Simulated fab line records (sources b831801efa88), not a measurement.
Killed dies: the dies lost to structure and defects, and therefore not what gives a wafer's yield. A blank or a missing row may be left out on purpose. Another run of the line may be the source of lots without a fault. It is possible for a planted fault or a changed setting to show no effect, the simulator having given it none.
Split-lot experiment	flow gf180mcu	5 lots, 16 wafers read, on a route of 602 steps

== ABOUT THE SPLIT ==
At GF_M2_METAL_ETCH_16 (etches the open film in Cl2/BCl3, stops on SiO2, target depth 627.5 nm, time 104.6 s), the setting time-s was moved away from the recipe's 104.6 s on 3 of the 16 wafers read, by -13.0% to +9.3%. For the rest of the wafers, this setting stayed at what the recipe calls for.

The reading comes from the split's own step.

== THE READING ==
KrF_of_M2_COAT_09.thk-nm (the simulator's own value, which no gauge read), in nm, at GF_M2_METAL_ETCH_16 (etches the open film in Cl2/BCl3, stops on SiO2, target depth 627.5 nm, time 104.6 s). No usual value for it is given in the file. Here, 13 wafers ran the recipe; their average is 734.9 nm with a standard deviation of 5.7 nm.

wafer	tool, chamber at the split	time-s as run, s	against the recipe	KrF_of_M2_COAT_09.thk-nm, nm	against lot-mates on the recipe
L076.1	rie-metal-04, 0	104.6	recipe	727.8	-
L076.2	rie-metal-04, 1	104.6	recipe	730.2	-
L076.3	rie-metal-04, 1	104.6	recipe	731.2	-
L076.4	rie-metal-04, 0	104.6	recipe	731.5	-
L076.6	rie-metal-04, 1	104.6	recipe	732	-
L079.2	rie-metal-04, 0	104.6	recipe	733	-
L079.4	rie-metal-04, 0	104.6	recipe	734.6	-
L079.5	rie-metal-04, 0	104.6	recipe	731	-
L081.1	rie-metal-01, 1	104.6	recipe	742.9	-
L081.2	rie-metal-01, 0	104.6	recipe	746.6	-
L081.3	rie-metal-01, 1	90.95	-13.0%	771.8	+27.0
L080.1	rie-metal-03, 0	114.3	+9.3%	717.4	-13.4
L080.2	rie-metal-03, 1	114.3	+9.3%	708.5	-22.3
L080.6	rie-metal-03, 1	104.6	recipe	730.8	-
L083.2	rie-metal-01, 0	104.6	recipe	740.7	-
L083.4	rie-metal-01, 0	104.6	recipe	741.7	-

FIT RESULTS
A straight line over all 16 wafers: KrF_of_M2_COAT_09.thk-nm changes by -2.6 nm for each +1% of time-s; r = -0.91; the points scatter about the line by 5.8 nm.
The same after taking each lot's own level away (the mean of its wafers on the recipe; 16 wafers): -2 nm for each +1%; r = -0.98; scatter 2.2 nm.
The reading moves by 26 nm for the largest change in time-s, on that fit.
From 730.54 to 744.75 nm: that is the span of the lots' own levels, equal to 2.5 times the standard deviation above.
So the slope is not independent of the lot-to-lot level: the two fits are not the same.
Check: with one of the wafers moved furthest among these (-13.0%) left out of the fit, the line predicts +25.1 nm for it against its lot-mates. It came out at +27 nm against them.

== OTHER SPLITS APPLIED TO THESE WAFERS ==
Other splits were also applied to these wafers ahead of the reading. Each is held against what the fit with the lots' levels taken away leaves over:
other split on the same wafers	wafers away from the commonest value	r with KrF_of_M2_COAT_09.thk-nm (lot level and that fit taken away)
GF_CONTACT_CMP_04 leave-above-ref-nm	3	-0.10
GF_CONTACT_EXPOSE_11 dose-mj	5	-0.07
GF_CONTACT_SPUTTER_22 power-w	7	-0.16
GF_M1_PEB_12 peb-time-s	5	+0.49
GF_V1_COAT_09 resist-thk-nm	4	+0.09
GF_V1_CMP_26 t-overpolish-s	7	+0.38
GF_M2_SPUTTER_02 power-w	0	-
GF_M2_PEB_12 peb-time-s	3	-0.20

== THE WHOLE CHAIN: every reading that the file lists as answering this split, in the file's order ==
step	what it does	reading	change (the file's fit)	r (the file's)
GF_M2_METAL_ETCH_16	etches the open film in Cl2/BCl3, stops on SiO2, target depth 627.5 nm, time 104.6 s	KrF_of_M2_COAT_09.thk-nm (the simulator's own value, which no gauge read)	-2.02 nm for each +1% of the setting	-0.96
GF_M2_STRIP_17	strips in O2/N2	strip-time-to-endpoint-s	withheld for each +1% of the setting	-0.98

== THE FILE'S OWN FIT ==
KrF_of_M2_COAT_09.thk-nm changes by -2.02 nm for each +1% of time-s, r = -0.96.
